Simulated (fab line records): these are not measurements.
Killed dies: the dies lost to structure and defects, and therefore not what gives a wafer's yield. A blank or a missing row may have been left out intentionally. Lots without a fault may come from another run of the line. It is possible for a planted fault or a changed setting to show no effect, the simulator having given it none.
Chamber matching -- flow sky130 -- 4 sister chambers for SKY_CONTACT_CMP_27 on cmp-02
The step polishes, stops on SiO2, t overpolish 15 s, target thk 0 nm. 4 wafers are shown with their chamber, then 7 later ones without.

== WAFERS WITH THEIR CHAMBER ==
wafer,chamber,motor current A (A)
L376.6,2,10.8
L389.5,1,11.0
L388.1,3,9.7
L388.4,0,9.8

== WAFERS WITH NO CHAMBER GIVEN ==
wafer,motor current A (A)
L388.5,10.9
L394.3,10.2
L394.5,10.0
L394.6,11.2
L396.1,11.1
L396.2,9.8
L396.3,11.2

== EACH ONE'S CHAMBER ==
wafer,from the rows above,in truth
L388.5,can't be placed: 1 or 2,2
L394.3,can't be placed: 0 or 3 or 2 or 1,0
L394.5,can't be placed: 0 or 3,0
L394.6,can't be placed: 1 or 2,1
L396.1,can't be placed: 1 or 2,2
L396.2,can't be placed: 0 or 3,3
L396.3,can't be placed: 1 or 2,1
Correct placement for 0 of the 7. Can't be placed from these rows: 7 (the true chamber is among the candidates in 7). 0 placed wrongly.
How it was worked out, from the rows above alone: a wafer's distance from a chamber is the root of the sum, over the readings, of the square of ((its reading less the chamber's mean) divided by the reading's scatter). The wafer belongs to the nearest chamber; if the next one is less than 2 further off, it can't be placed. The mean given for a chamber averages the wafers shown for that chamber. The scatter: root of mean squared gap, hidden wafer to nearest shown wafer, with one shown wafer a chamber.
